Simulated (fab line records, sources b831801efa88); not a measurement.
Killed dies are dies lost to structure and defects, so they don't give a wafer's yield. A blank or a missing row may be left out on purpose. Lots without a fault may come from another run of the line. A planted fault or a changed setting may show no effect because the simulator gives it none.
fab line records | flow sky130
record lots=15 wafers=45 last_day=50
route steps=708 shown VIA3@581 PAD_OPEN@708
lots that met no fault: from a run of the same line without faults
start_h: hours from the record's first day to the start of the lot's first wafer shown | wait_h: hours since the lot's step before | " the same as in the row above | L1.1+2: a row that stands for several wafers | - no value, or no start given | * or withheld: withheld | < > ~ a bound
route shown NAME@n: a module of which the file shows steps, and the number in the route of the first | usual: mean/standard deviation of fault-free wafers | same: alike in all rows | chamber/n: place in a boat | sites: the reading at each site | _std_site: their standard deviation | _edge_site: outer sites' mean less inner sites' | radius_mm: how far each site lies from the wafer's centre | mask NAME#n: copy n | behind: the tool/chamber that last shaped the wafer | hold: why the lot was held/for how many hours/how that ended | device: the transistor (n, p or np) that didn't switch | end of line: the same wafers' tests at the end of the route | a step without rows: its recipe alone | killed: dies lost to structure and defects at the first sort, not the wafer's yield | map: a wafer's dies, x killed, . not, _ none there
set.NAME: the setting as run; set.NAME@STEP: as run at that earlier step | model.NAME: the simulator's own value behind a step, which no gauge read
steps of the route over a sample of lots; a table a step, a row a wafer
## steps
# step SKY_VIA3_SOFTBAKE_08
# recipe temp_c=100 time_s=90 resist=KrF-thick
# usual heater_power_total_W=57.36/0.11 run_length_s=119.07/0.22
# columns lot.wafer tool chamber start_h wait_h heater_power_total_W run_length_s
L388.1 litho_track-03 0 921 - 57.30 118.68
L388.3 " 0 " " 57.54 118.77
L388.6 " 0 " " 57.36 118.79
L389.3 litho_track-03 0 935 - 57.38 118.83
L389.5 " 0 " " 57.53 118.74
L389.6 " 0 " " 57.37 118.68
L390.1 litho_track-01 0 935 - 57.25 118.85
L390.2 " 0 " " 57.54 119.02
L390.5 " 0 " " 57.40 118.87
L391.1 litho_track-02 0 938 - 57.40 119.13
L391.2 " 0 " " 57.25 119.23
L391.3 " 0 " " 57.50 119.37
L392.1 litho_track-02 0 946 - 57.32 119.12
L392.3 " 0 " " 57.34 119.60
L392.6 " 0 " " 57.41 119.15
L394.1 litho_track-03 0 966 - 57.28 118.79
L394.2 " 0 " " 57.33 118.64
L394.3 " 0 " " 57.39 118.68
L396.1 litho_track-02 0 972 - 57.25 119.19
L396.2 " 0 " " 57.24 119.40
L396.4 " 0 " " 57.49 119.26
L397.1 litho_track-02 0 981 - 57.40 119.14
L397.3 " 0 " " 57.56 119.42
L397.4 " 0 " " 57.47 119.32
L400.1 litho_track-02 0 1005 - 58.54 114.29
L400.5 " 0 " " 58.37 114.34
L400.6 " 0 " " 58.38 114.52
L401.2 litho_track-02 0 1009 - 58.53 114.52
L401.5 " 0 " " 58.19 114.44
L401.6 " 0 " " 58.21 114.35
L402.1 litho_track-02 0 1012 - 58.43 114.25
L402.5 " 0 1013 - 58.46 114.38
L402.6 " 0 " " 58.38 114.57
L403.3 litho_track-01 0 1019 - 57.28 118.97
L403.4 " 0 " " 57.46 118.91
L403.5 " 0 " " 57.59 119.00
L408.2 litho_track-01 0 1051 - 57.25 119.04
L408.4 " 0 " " 57.43 118.84
L408.5 " 0 " " 57.26 119.10
L410.4 litho_track-01 0 1068 - 57.27 118.93
L410.5 " 0 " " 57.40 118.86
L410.6 " 0 " " 57.46 118.91
L411.1 litho_track-03 0 1070 - 57.39 118.67
L411.4 " 0 " " 57.30 118.67
L411.5 " 0 " " 57.28 118.65
# step SKY_PAD_OPEN_PROBE_99
# usual defect_limited_yield=82.6/1.8 killed_at_M0_to_M3=43/6.6 killed_at_M4_up=3.4/1.8 killed_at_contacts=24/4.9 killed_at_front_end=15/4.1 killed_at_other=0.3/0.55 killed_dies=85/8.8 killed_on_rim=17/3.7 killed_open=46/6.1 killed_short=39/5.7 sort_bin_3_pad_short=0.9/0.41 sort_bin_5_function=10.1/1.5 sort_bin_6_memory=6.4/1 sort_n_pass=407/8.8 sort_yield_pct=82.6/1.8
# same gross_dies=492 killed_at_back_side=0 sort_bin_4_leakage[%]=0 sort_bin_8_speed[%]=0
# columns lot.wafer tool chamber start_h wait_h defect_limited_yield[%] killed_at_M0_to_M3 killed_at_M4_up killed_at_contacts killed_at_front_end killed_at_other killed_dies killed_on_rim killed_open killed_short sort_bin_3_pad_short[%] sort_bin_5_function[%] sort_bin_6_memory[%] sort_n_pass sort_yield_pct[%]
L388.1 prober-02 - 1081.43 0.1 79.1 54 2 21 25 1 103 19 66 37 0.6 13.0 7.3 389 79.1
L388.3 prober-02 - 1081.53 0.2 80.9 60 4 16 13 1 94 17 51 43 1.4 10.0 7.7 398 80.9
L388.6 prober-02 - 1081.68 0.2 81.9 44 2 25 18 0 89 16 53 36 1.2 11.0 5.9 403 81.9
L389.3 prober-01 - 1093.40 0.2 85.8 32 7 16 15 0 70 16 41 29 1.0 8.7 4.5 422 85.8
L389.5 prober-01 - 1093.50 0.2 87.6 26 5 20 9 1 61 15 29 31 1.0 5.3 6.1 431 87.6
L389.6 prober-01 - 1093.55 0.2 81.9 37 2 29 20 1 89 17 48 41 1.4 9.3 7.3 403 81.9
L390.1 prober-02 - 1093.71 0.1 80.7 45 4 26 20 0 95 17 50 45 1.6 10.6 7.1 397 80.7
L390.2 prober-02 - 1093.76 0.1 79.5 52 8 24 17 0 101 24 56 45 1.0 12.4 7.1 391 79.5
L390.5 prober-02 - 1093.91 0.2 83.7 33 3 29 14 1 80 18 35 45 0.4 8.7 7.1 412 83.7
L391.1 prober-01 - 1095.58 0.1 85.0 32 3 22 16 1 74 13 41 33 0.4 9.6 5.1 418 85.0
L391.2 prober-01 - 1095.63 0.1 86.2 37 3 21 7 0 68 8 36 32 0.8 9.3 3.7 424 86.2
L391.3 prober-01 - 1095.68 0.2 82.5 44 5 24 13 0 86 17 44 42 0.6 10.0 6.9 406 82.5
L392.1 prober-02 - 1102.01 0.1 82.3 42 2 31 12 0 87 15 48 39 1.0 9.3 7.3 405 82.3
L392.3 prober-02 - 1102.11 0.2 83.7 32 1 28 18 1 80 12 46 34 0.4 8.3 7.5 412 83.7
L392.6 prober-02 - 1102.26 0.2 83.1 39 8 26 9 1 83 15 46 37 0.6 10.6 5.7 409 83.1
L394.1 prober-02 - 1119.98 0.1 84.6 35 4 23 14 0 76 17 35 40 1.0 10.0 4.5 416 84.6
L394.2 prober-02 - 1120.03 0.1 82.7 44 0 26 14 1 85 16 45 40 0.2 11.6 5.5 407 82.7
L394.3 prober-02 - 1120.08 0.2 81.5 44 5 25 17 0 91 20 46 42 0.8 11.0 6.7 401 81.5
L396.1 prober-02 - 1124.86 0.1 81.1 52 3 28 10 0 93 21 57 36 0.4 12.8 5.7 399 81.1
L396.2 prober-02 - 1124.91 0.1 83.7 38 4 22 15 1 80 16 40 40 0.8 7.5 7.9 412 83.7
L396.4 prober-02 - 1125.01 0.2 84.8 44 2 20 9 0 75 18 38 37 1.0 9.8 4.5 417 84.8
L397.1 prober-01 - 1131.50 0.1 79.1 54 3 25 21 0 103 22 54 49 0.8 12.8 7.3 389 79.1
L397.3 prober-01 - 1131.60 0.2 82.1 36 6 29 17 0 88 11 48 40 0.6 11.2 6.1 404 82.1
L397.4 prober-01 - 1131.65 0.2 83.7 38 3 27 12 0 80 16 41 39 0.6 8.1 7.5 412 83.7
L400.1 prober-02 - 1149.41 0.1 81.9 52 2 23 12 0 89 18 39 50 0.8 9.1 8.1 403 81.9
L400.5 prober-02 - 1149.61 0.2 86.2 29 5 18 16 0 68 16 43 25 0.4 8.9 4.5 424 86.2
L400.6 prober-02 - 1149.66 0.2 81.1 48 6 21 18 0 93 11 52 40 0.4 12.0 6.5 399 81.1
L401.2 prober-01 - 1151.93 0.1 83.7 33 3 23 19 2 80 14 43 36 0.6 8.5 7.1 412 83.7
L401.5 prober-01 - 1152.08 0.2 83.5 42 1 22 16 0 81 14 36 45 0.8 11.0 4.7 411 83.5
L401.6 prober-01 - 1152.13 0.2 80.7 46 3 27 17 2 95 17 57 37 1.4 10.2 7.7 397 80.7
L402.1 prober-02 - 1155.20 0.1 81.3 46 7 16 23 0 92 19 51 41 0.2 12.6 5.9 400 81.3
L402.5 prober-02 - 1155.40 0.2 80.7 46 1 25 22 1 95 16 50 44 1.0 11.6 6.7 397 80.7
L402.6 prober-02 - 1155.45 0.2 80.3 49 5 30 12 1 97 22 53 44 0.4 12.2 7.1 395 80.3
L403.3 prober-01 - 1161.33 0.2 84.8 39 3 19 14 0 75 15 44 30 0.8 8.7 5.7 417 84.8
L403.4 prober-01 - 1161.38 0.2 81.1 52 4 26 11 0 93 13 52 40 1.0 10.4 7.5 399 81.1
L403.5 prober-01 - 1161.43 0.2 82.1 53 1 22 12 0 88 13 53 35 0.2 11.4 6.3 404 82.1
L408.2 prober-02 - 1185.06 0.1 86.0 36 1 20 12 0 69 13 44 25 1.0 8.3 4.7 423 86.0
L408.4 prober-02 - 1185.16 0.2 82.7 43 1 21 20 0 85 11 46 39 0.2 11.0 6.1 407 82.7
L408.5 prober-02 - 1185.21 0.2 83.7 37 3 26 13 1 80 12 51 28 0.6 9.1 6.5 412 83.7
L410.4 prober-02 - 1198.31 0.2 81.5 42 3 25 20 1 91 21 43 46 0.8 10.6 7.1 401 81.5
L410.5 prober-02 - 1198.36 0.2 78.7 58 5 26 16 0 105 20 55 49 1.6 13.0 6.7 387 78.7
L410.6 prober-02 - 1198.41 0.2 83.1 45 3 22 13 0 83 17 46 37 1.0 10.2 5.7 409 83.1
L411.1 prober-01 - 1199.66 0.1 81.1 43 3 26 20 1 93 26 51 42 1.0 12.8 5.1 399 81.1
L411.4 prober-01 - 1199.81 0.2 85.4 32 3 29 8 0 72 17 43 29 0.8 8.7 5.1 420 85.4
L411.5 prober-01 - 1199.86 0.2 81.9 50 3 24 12 0 89 13 51 38 1.4 9.3 7.3 403 81.9
# killed by level:class
L388.1 VIA1:geometric_particle:open=19 CONTACT:geometric_particle:open=10 VIA3:geometric_particle:open=9 POLY_GATE:geometric_particle:open=7 FIELD_ISO:geometric_particle:open=6 VIA2:geometric_particle:short=6 VIA2:geometric_particle:open=5 LI_CONTACT:geometric_particle:open=4
L388.3 VIA1:geometric_particle:open=17 VIA3:geometric_particle:open=9 METAL2:geometric_particle:short=8 VIA2:geometric_particle:open=7 CONTACT:geometric_particle:open=7 METAL1:geometric_particle:short=7 POLY_GATE:geometric_particle:short=5 POLY_GATE:geometric_particle:open=4
L388.6 VIA1:geometric_particle:open=13 CONTACT:geometric_particle:open=11 VIA3:geometric_particle:open=10 LI_CONTACT:geometric_particle:open=6 FIELD_ISO:geometric_particle:short=5 METAL2:geometric_particle:short=5 POLY_GATE:geometric_particle:short=4 LOCAL_INTERCONNECT:geometric_particle:short=4
L389.3 VIA1:geometric_particle:open=7 FIELD_ISO:geometric_particle:open=6 FIELD_ISO:geometric_particle:short=6 CONTACT:geometric_particle:open=6 VIA2:geometric_particle:open=6 METAL4:geometric_particle:short=6 LOCAL_INTERCONNECT:geometric_particle:short=5 METAL1:geometric_particle:open=4
L389.5 VIA1:geometric_particle:open=9 LI_CONTACT:geometric_particle:open=7 METAL1:geometric_particle:short=6 FIELD_ISO:geometric_particle:short=4 CONTACT:geometric_particle:short=4 CONTACT:geometric_particle:open=4 METAL4:geometric_particle:short=4 METAL2:geometric_particle:short=3
L389.6 VIA1:geometric_particle:open=13 CONTACT:geometric_particle:open=9 CONTACT:geometric_particle:short=9 POLY_GATE:geometric_particle:short=7 VIA2:geometric_particle:open=6 LI_CONTACT:geometric_particle:open=5 VIA3:geometric_particle:open=5 FIELD_ISO:geometric_particle:short=4
L390.1 VIA1:geometric_particle:open=13 CONTACT:geometric_particle:open=8 METAL2:geometric_particle:short=8 VIA3:geometric_particle:open=7 POLY_GATE:geometric_particle:short=6 LI_CONTACT:geometric_particle:short=5 LI_CONTACT:geometric_particle:open=5 CONTACT:geometric_particle:short=5
L390.2 VIA1:geometric_particle:open=12 LI_CONTACT:geometric_particle:open=9 VIA2:geometric_particle:open=9 VIA3:geometric_particle:open=8 METAL4:geometric_particle:short=7 LI_CONTACT:geometric_particle:short=6 FIELD_ISO:geometric_particle:short=5 POLY_GATE:geometric_particle:open=5
L390.5 CONTACT:geometric_particle:open=14 METAL1:geometric_particle:short=7 VIA1:geometric_particle:open=6 LI_CONTACT:geometric_particle:short=5 LI_CONTACT:geometric_particle:open=5 POLY_GATE:geometric_particle:short=4 VIA1:geometric_particle:short=4 METAL2:geometric_particle:short=4
L391.1 VIA1:geometric_particle:open=10 LI_CONTACT:geometric_particle:open=7 CONTACT:geometric_particle:open=5 FIELD_ISO:geometric_particle:open=4 POLY_GATE:geometric_particle:open=4 CONTACT:geometric_particle:short=4 VIA1:geometric_particle:short=4 VIA3:geometric_particle:open=4
L391.2 VIA1:geometric_particle:open=8 VIA2:geometric_particle:open=7 CONTACT:geometric_particle:open=7 LI_CONTACT:geometric_particle:open=5 METAL1:geometric_particle:short=5 LOCAL_INTERCONNECT:geometric_particle:short=4 METAL2:geometric_particle:short=4 POLY_GATE:geometric_particle:open=3
L391.3 CONTACT:geometric_particle:open=9 VIA2:geometric_particle:open=9 METAL1:geometric_particle:short=8 VIA3:geometric_particle:open=7 LI_CONTACT:geometric_particle:open=6 POLY_GATE:geometric_particle:short=5 LOCAL_INTERCONNECT:geometric_particle:short=4 METAL2:geometric_particle:short=4
L392.1 CONTACT:geometric_particle:open=13 VIA1:geometric_particle:open=8 VIA2:geometric_particle:open=8 LI_CONTACT:geometric_particle:short=6 VIA3:geometric_particle:open=6 CONTACT:geometric_particle:short=5 METAL1:geometric_particle:short=5 POLY_GATE:geometric_particle:open=4
L392.3 CONTACT:geometric_particle:open=10 POLY_GATE:geometric_particle:open=8 LI_CONTACT:geometric_particle:open=8 VIA1:geometric_particle:open=8 METAL1:geometric_particle:short=6 POLY_GATE:geometric_particle:short=5 CONTACT:geometric_particle:short=5 METAL2:geometric_particle:short=4
L392.6 LI_CONTACT:geometric_particle:open=11 VIA1:geometric_particle:open=11 CONTACT:geometric_particle:open=9 METAL4:geometric_particle:short=6 VIA1:geometric_particle:short=6 CONTACT:geometric_particle:short=5 VIA2:geometric_particle:short=5 VIA2:geometric_particle:open=5
L394.1 CONTACT:geometric_particle:open=11 METAL1:geometric_particle:short=9 VIA2:geometric_particle:open=6 LI_CONTACT:geometric_particle:open=5 FIELD_ISO:geometric_particle:open=4 METAL3:geometric_particle:short=4 METAL4:geometric_particle:short=4 FIELD_ISO:geometric_particle:short=3
L394.2 VIA1:geometric_particle:open=13 CONTACT:geometric_particle:open=11 METAL1:geometric_particle:short=7 CONTACT:geometric_particle:short=5 VIA2:geometric_particle:short=5 VIA2:geometric_particle:open=5 FIELD_ISO:geometric_particle:short=4 LOCAL_INTERCONNECT:geometric_particle:short=4
L394.3 VIA1:geometric_particle:open=14 CONTACT:geometric_particle:short=8 FIELD_ISO:geometric_particle:short=7 FIELD_ISO:geometric_particle:open=6 VIA3:geometric_particle:open=5 CONTACT:geometric_particle:open=5 METAL4:geometric_particle:short=5 LOCAL_INTERCONNECT:geometric_particle:open=4
L396.1 VIA1:geometric_particle:open=11 LI_CONTACT:geometric_particle:open=8 VIA2:geometric_particle:open=8 VIA3:geometric_particle:open=7 POLY_GATE:geometric_particle:open=6 CONTACT:geometric_particle:open=6 METAL2:geometric_particle:short=6 CONTACT:geometric_particle:short=5
L396.2 CONTACT:geometric_particle:open=7 VIA1:geometric_particle:open=7 POLY_GATE:geometric_particle:short=6 LI_CONTACT:geometric_particle:open=6 METAL1:geometric_particle:short=6 METAL2:geometric_particle:short=5 VIA3:geometric_particle:open=5 FIELD_ISO:geometric_particle:open=4
L396.4 VIA3:geometric_particle:open=11 VIA1:geometric_particle:open=9 LI_CONTACT:geometric_particle:open=5 LOCAL_INTERCONNECT:geometric_particle:short=4 CONTACT:geometric_particle:short=4 CONTACT:geometric_particle:open=4 METAL2:geometric_particle:short=4 VIA2:geometric_particle:open=4
L397.1 VIA1:geometric_particle:open=9 METAL1:geometric_particle:short=8 LI_CONTACT:geometric_particle:open=7 CONTACT:geometric_particle:open=7 VIA3:geometric_particle:open=7 VIA1:geometric_particle:short=6 POLY_GATE:geometric_particle:short=5 LOCAL_INTERCONNECT:geometric_particle:short=5
L397.3 VIA1:geometric_particle:open=10 LOCAL_INTERCONNECT:geometric_particle:short=10 CONTACT:geometric_particle:open=9 VIA2:geometric_particle:open=7 VIA3:geometric_particle:open=6 METAL1:geometric_particle:short=5 FIELD_ISO:geometric_particle:short=4 LI_CONTACT:geometric_particle:open=4
L397.4 CONTACT:geometric_particle:open=10 VIA3:geometric_particle:open=9 METAL2:geometric_particle:short=8 METAL1:geometric_particle:short=6 LOCAL_INTERCONNECT:geometric_particle:short=5 CONTACT:geometric_particle:short=5 LI_CONTACT:geometric_particle:open=4 VIA2:geometric_particle:open=4
L400.1 VIA1:geometric_particle:open=12 METAL1:geometric_particle:short=10 METAL2:geometric_particle:short=8 LOCAL_INTERCONNECT:geometric_particle:short=7 CONTACT:geometric_particle:open=6 VIA2:geometric_particle:open=6 LI_CONTACT:geometric_particle:open=5 VIA1:geometric_particle:short=5
L400.5 VIA1:geometric_particle:open=8 VIA3:geometric_particle:open=6 VIA2:geometric_particle:open=6 LOCAL_INTERCONNECT:geometric_particle:short=6 CONTACT:geometric_particle:open=6 FIELD_ISO:geometric_particle:open=5 LI_CONTACT:geometric_particle:open=5 VIA1:geometric_particle:short=5
L400.6 VIA1:geometric_particle:open=10 VIA2:geometric_particle:open=8 CONTACT:geometric_particle:open=7 METAL2:geometric_particle:short=7 VIA3:geometric_particle:open=6 LI_CONTACT:geometric_particle:short=5 FIELD_ISO:geometric_particle:open=4 POLY_GATE:geometric_particle:open=4
L401.2 LI_CONTACT:geometric_particle:open=9 VIA2:geometric_particle:open=7 FIELD_ISO:geometric_particle:open=6 CONTACT:geometric_particle:open=6 VIA1:geometric_particle:short=5 VIA1:geometric_particle:open=5 POLY_GATE:geometric_particle:short=4 CONTACT:geometric_particle:short=4
L401.5 METAL1:geometric_particle:short=8 CONTACT:geometric_particle:open=7 VIA1:geometric_particle:short=7 LOCAL_INTERCONNECT:geometric_particle:short=6 LI_CONTACT:geometric_particle:short=5 VIA2:geometric_particle:open=5 VIA3:geometric_particle:open=5 FIELD_ISO:geometric_particle:short=4
L401.6 CONTACT:geometric_particle:open=11 VIA1:geometric_particle:open=10 VIA2:geometric_particle:open=9 LI_CONTACT:geometric_particle:open=9 VIA3:geometric_particle:open=7 FIELD_ISO:geometric_particle:short=5 METAL1:geometric_particle:short=5 VIA1:geometric_particle:short=5
L402.1 VIA1:geometric_particle:open=14 LI_CONTACT:geometric_particle:open=7 VIA1:geometric_particle:short=7 FIELD_ISO:geometric_particle:open=6 VIA2:geometric_particle:open=6 FIELD_ISO:geometric_particle:short=5 METAL4:geometric_particle:short=5 METAL3:geometric_particle:short=5
L402.5 CONTACT:geometric_particle:open=15 VIA1:geometric_particle:short=8 VIA1:geometric_particle:open=8 VIA3:geometric_particle:open=7 POLY_GATE:geometric_particle:short=6 METAL1:geometric_particle:short=5 METAL2:geometric_particle:short=5 POLY_GATE:geometric_particle:open=4
L402.6 CONTACT:geometric_particle:open=11 LI_CONTACT:geometric_particle:open=9 VIA1:geometric_particle:open=8 METAL2:geometric_particle:short=8 CONTACT:geometric_particle:short=7 VIA1:geometric_particle:short=7 VIA3:geometric_particle:open=6 VIA2:geometric_particle:open=6
L403.3 VIA1:geometric_particle:open=11 CONTACT:geometric_particle:open=7 FIELD_ISO:geometric_particle:open=6 METAL1:geometric_particle:short=5 LI_CONTACT:geometric_particle:open=4 LOCAL_INTERCONNECT:geometric_particle:short=4 VIA2:geometric_particle:open=4 POLY_GATE:geometric_particle:short=3
L403.4 VIA2:geometric_particle:open=11 VIA1:geometric_particle:open=9 LI_CONTACT:geometric_particle:open=7 METAL2:geometric_particle:short=7 LOCAL_INTERCONNECT:geometric_particle:short=6 CONTACT:geometric_particle:open=6 VIA3:geometric_particle:open=6 CONTACT:geometric_particle:short=5
L403.5 VIA1:geometric_particle:open=12 VIA3:geometric_particle:open=10 CONTACT:geometric_particle:open=9 LI_CONTACT:geometric_particle:open=8 VIA1:geometric_particle:short=8 VIA2:geometric_particle:open=7 METAL1:geometric_particle:short=5 METAL2:geometric_particle:short=5
L408.2 VIA1:geometric_particle:open=14 CONTACT:geometric_particle:open=8 LI_CONTACT:geometric_particle:open=6 LOCAL_INTERCONNECT:geometric_particle:short=5 POLY_GATE:geometric_particle:open=4 VIA2:geometric_particle:open=4 METAL2:geometric_particle:short=4 VIA3:geometric_particle:open=4
L408.4 VIA1:geometric_particle:open=12 LI_CONTACT:geometric_particle:open=9 FIELD_ISO:geometric_particle:short=6 LI_CONTACT:geometric_particle:short=5 CONTACT:geometric_particle:open=5 METAL2:geometric_particle:short=5 VIA2:geometric_particle:open=5 VIA3:geometric_particle:open=5
L408.5 CONTACT:geometric_particle:open=12 VIA2:geometric_particle:open=10 VIA1:geometric_particle:open=9 LOCAL_INTERCONNECT:geometric_particle:short=7 VIA3:geometric_particle:open=7 POLY_GATE:geometric_particle:open=5 FIELD_ISO:geometric_particle:short=3 FIELD_ISO:geometric_particle:open=3
L410.4 CONTACT:geometric_particle:open=9 VIA1:geometric_particle:open=9 METAL1:geometric_particle:short=7 VIA3:geometric_particle:open=6 FIELD_ISO:geometric_particle:short=5 VIA1:geometric_particle:short=5 LI_CONTACT:geometric_particle:short=4 LI_CONTACT:geometric_particle:open=4
L410.5 CONTACT:geometric_particle:open=11 VIA1:geometric_particle:open=11 VIA2:geometric_particle:open=9 METAL2:geometric_particle:short=8 METAL1:geometric_particle:short=8 VIA3:geometric_particle:open=6 CONTACT:geometric_particle:short=5 LI_CONTACT:geometric_particle:short=4
L410.6 VIA1:geometric_particle:open=10 VIA2:geometric_particle:open=9 VIA3:geometric_particle:open=7 LI_CONTACT:geometric_particle:open=7 METAL2:geometric_particle:short=7 CONTACT:geometric_particle:open=6 CONTACT:geometric_particle:short=5 POLY_GATE:geometric_particle:short=3
L411.1 VIA1:geometric_particle:open=10 CONTACT:geometric_particle:open=9 VIA1:geometric_particle:short=7 LI_CONTACT:geometric_particle:open=7 FIELD_ISO:geometric_particle:open=6 METAL1:geometric_particle:short=6 POLY_GATE:geometric_particle:open=5 CONTACT:geometric_particle:short=5
L411.4 CONTACT:geometric_particle:open=17 VIA1:geometric_particle:open=10 SPACER:geometric_particle:short=4 LI_CONTACT:geometric_particle:open=4 METAL1:geometric_particle:short=4 CONTACT:geometric_particle:short=4 METAL3:geometric_particle:short=4 VIA3:geometric_particle:open=4
L411.5 VIA1:geometric_particle:open=13 VIA2:geometric_particle:open=11 CONTACT:geometric_particle:open=10 CONTACT:geometric_particle:short=6 LI_CONTACT:geometric_particle:open=6 METAL1:geometric_particle:short=5 VIA1:geometric_particle:short=5 POLY_GATE:geometric_particle:short=4
## key
first_sign step=SKY_VIA3_SOFTBAKE_08 reading=run_length_s direction=down sigmas=21 usual=* struck=*
effect step=SKY_VIA3_SOFTBAKE_08 reading=heater_power_total_W direction=up sigmas=9 usual=* struck=*
met_at SKY_VIA3_SOFTBAKE_08
struck_lots L400,L401,L402
onset_between 981 1005
fault kind=process_parameter_drift tool=litho_track-02 chamber=- onset_h=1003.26 steps=SKY_VIA3_SOFTBAKE_08 channel=time_s offset=* shape=step end_h=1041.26 acts_in=* stated=*
